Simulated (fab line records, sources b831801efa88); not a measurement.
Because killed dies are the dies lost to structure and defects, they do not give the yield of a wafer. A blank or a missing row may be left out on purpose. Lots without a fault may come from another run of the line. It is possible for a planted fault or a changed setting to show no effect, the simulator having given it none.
What tool caused it? || flow sfqLine || 18 wafers from 6 lots sampled at 3 of the route's 325 steps

## WHAT THE GAUGES SHOWED, per wafer
SFQ_JJ_RS_MEAS_929: measurement is done with a four-point probe.
{"lot": "L586", "measured": "day 60 16:23", "on": "filmMetro-04", "JJ_NB_RS (ohm/sq)": "1.047 1.054 1.059"}
{"lot": "L588", "measured": "day 61 10:38", "on": "filmMetro-04", "JJ_NB_RS (ohm/sq)": "1.063 1.059 1.059"}
{"lot": "L590", "measured": "day 62 03:27", "on": "filmMetro-02", "JJ_NB_RS (ohm/sq)": "1.041 1.047 1.048"}
{"lot": "L593", "measured": "day 62 16:38", "on": "filmMetro-04", "JJ_NB_RS (ohm/sq)": "1.053 1.056 1.048"}
{"lot": "L596", "measured": "day 64 01:04", "on": "filmMetro-02", "JJ_NB_RS (ohm/sq)": "1.358 1.053 1.046"}
{"lot": "L606", "measured": "day 67 20:05", "on": "filmMetro-01", "JJ_NB_RS (ohm/sq)": "1.047 1.046 1.028"}

## TOOL THAT RAN EACH LOT (tool first, then ch and the chambers of the sampled wafers, then the start)
{"lot": "L586", "SFQ_TRILAYER_I3_METRO_MEASURE_083": "filmMetro-04, day 44 21:24", "SFQ_TRILAYER_JJ_TRILAYER_DEP_SPUTTER_112": "pvdSputter-04, day 60 16:18"}
{"lot": "L588", "SFQ_TRILAYER_I3_METRO_MEASURE_083": "filmMetro-04, day 45 10:11", "SFQ_TRILAYER_JJ_TRILAYER_DEP_SPUTTER_112": "pvdSputter-04, day 61 10:33"}
{"lot": "L590", "SFQ_TRILAYER_I3_METRO_MEASURE_083": "filmMetro-04, day 46 07:05", "SFQ_TRILAYER_JJ_TRILAYER_DEP_SPUTTER_112": "pvdSputter-03, day 62 03:21"}
{"lot": "L593", "SFQ_TRILAYER_I3_METRO_MEASURE_083": "filmMetro-04, day 48 21:59", "SFQ_TRILAYER_JJ_TRILAYER_DEP_SPUTTER_112": "pvdSputter-04, day 62 16:33"}
{"lot": "L596", "SFQ_TRILAYER_I3_METRO_MEASURE_083": "filmMetro-04, day 49 19:23", "SFQ_TRILAYER_JJ_TRILAYER_DEP_SPUTTER_112": "pvdSputter-04, day 64 00:57"}
{"lot": "L606", "SFQ_TRILAYER_I3_METRO_MEASURE_083": "filmMetro-03, day 52 19:34", "SFQ_TRILAYER_JJ_TRILAYER_DEP_SPUTTER_112": "pvdSputter-03, day 67 20:00"}
- SFQ_TRILAYER_I3_METRO_MEASURE_083
- SFQ_TRILAYER_JJ_TRILAYER_DEP_SPUTTER_112: material Nb, target thk 170 nm, time 113.3 s.

## THE ANSWER, worked out from the rows above alone
Rule: the lots themselves supply what counts as usual. The widest of any qualifying gaps counts: lots, ordered by their means at a reading, are off when they make up no more than a third of the lots, leave a main group of 4 or more, and stand apart from it by 3 or more times the standard deviation of that group's means. A main group whose means are all the same, to the digits that the tables above print for the reading, isn't used. Also off: a lot with no number at a reading for which 4 or more lots have one. Where the step has rows for the other lots, those lots are counted as sound.
Off: L596, seen at SFQ_JJ_RS_MEAS_929 (JJ_NB_RS). The main group has a mean of 1.050 ohm/sq with a standard deviation of 0.0069.
If a tool, at a process step before that reading, ran all the lots that are off and no sound lot after the first of them, it fits. Gauges at SFQ_JJ_RS_MEAS_929: tried the same way as those tools. Can't be told from this: 3 tools fit, filmMetro-04 at SFQ_TRILAYER_I3_METRO_MEASURE_083, pvdSputter-04 at SFQ_TRILAYER_JJ_TRILAYER_DEP_SPUTTER_112, filmMetro-02 at SFQ_JJ_RS_MEAS_929.

## WHAT THE SIMULATOR PUT IN
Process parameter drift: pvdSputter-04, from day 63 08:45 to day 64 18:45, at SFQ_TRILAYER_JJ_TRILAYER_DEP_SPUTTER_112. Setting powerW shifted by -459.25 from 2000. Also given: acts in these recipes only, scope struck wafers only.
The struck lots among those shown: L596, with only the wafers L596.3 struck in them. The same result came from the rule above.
